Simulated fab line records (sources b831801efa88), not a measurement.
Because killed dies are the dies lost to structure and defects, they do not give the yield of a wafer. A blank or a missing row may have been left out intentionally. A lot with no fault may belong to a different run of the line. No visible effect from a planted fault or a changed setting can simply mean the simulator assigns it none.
Matching of chambers -- flow sky130 -- cmp-01 running SKY_CONTACT_CMP_04: 4 sister chambers
The step polishes SiO2. 8 wafers are shown with their chamber, then 12 later ones without.

== EACH WAFER AND ITS CHAMBER ==
wafer,chamber,motor_current_A (A),time_to_endpoint_s (s)
L087.6,0,10.2,79
L086.1,3,10.5,91
L089.1,2,14.1,87
L089.2,1,12.8,83
L089.3,3,9.9,86
L092.2,2,13.3,82
L092.4,0,10.4,83
L092.5,1,13.9,81

== WAFERS WITHOUT THEIR CHAMBER ==
wafer,motor_current_A (A),time_to_endpoint_s (s)
L093.1,13.1,84
L093.2,10.2,81
L093.6,10.3,87
L094.1,10.6,91
L094.5,13.5,81
L094.6,13.7,84
L095.4,9.9,80
L095.5,10.4,91
L095.6,9.8,83
L097.4,13.8,79
L097.5,13.1,77
L097.6,10.6,85

== WHICH CHAMBER EACH ONE RAN IN ==
wafer,from the rows above,in truth
L093.1,can't be placed: 1 or 2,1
L093.2,0,0
L093.6,can't be placed: 3 or 0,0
L094.1,3,3
L094.5,can't be placed: 1 or 2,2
L094.6,can't be placed: 2 or 1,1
L095.4,0,0
L095.5,3,3
L095.6,can't be placed: 0 or 3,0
L097.4,can't be placed: 1 or 2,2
L097.5,can't be placed: 1 or 2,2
L097.6,can't be placed: 3 or 0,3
Correctly placed: 4 of 12. Unplaceable from these rows: 8, with the true chamber sitting among the candidates in 8. Wrongly placed: 0.
How it was worked out, from the rows above alone: a wafer's distance from a chamber is the root of the sum, over the readings, of the square of ((its reading less the chamber's mean) divided by the reading's scatter). If the next closest chamber is less than 2 further off than the closest, the wafer can't be placed; otherwise it belongs to the closest. The mean given for a chamber averages the wafers shown for that chamber. How the scatter is found: for the shown wafers, subtract from each reading the mean of its chamber, square and add these, divide the total by (wafers less chambers), then take the root.
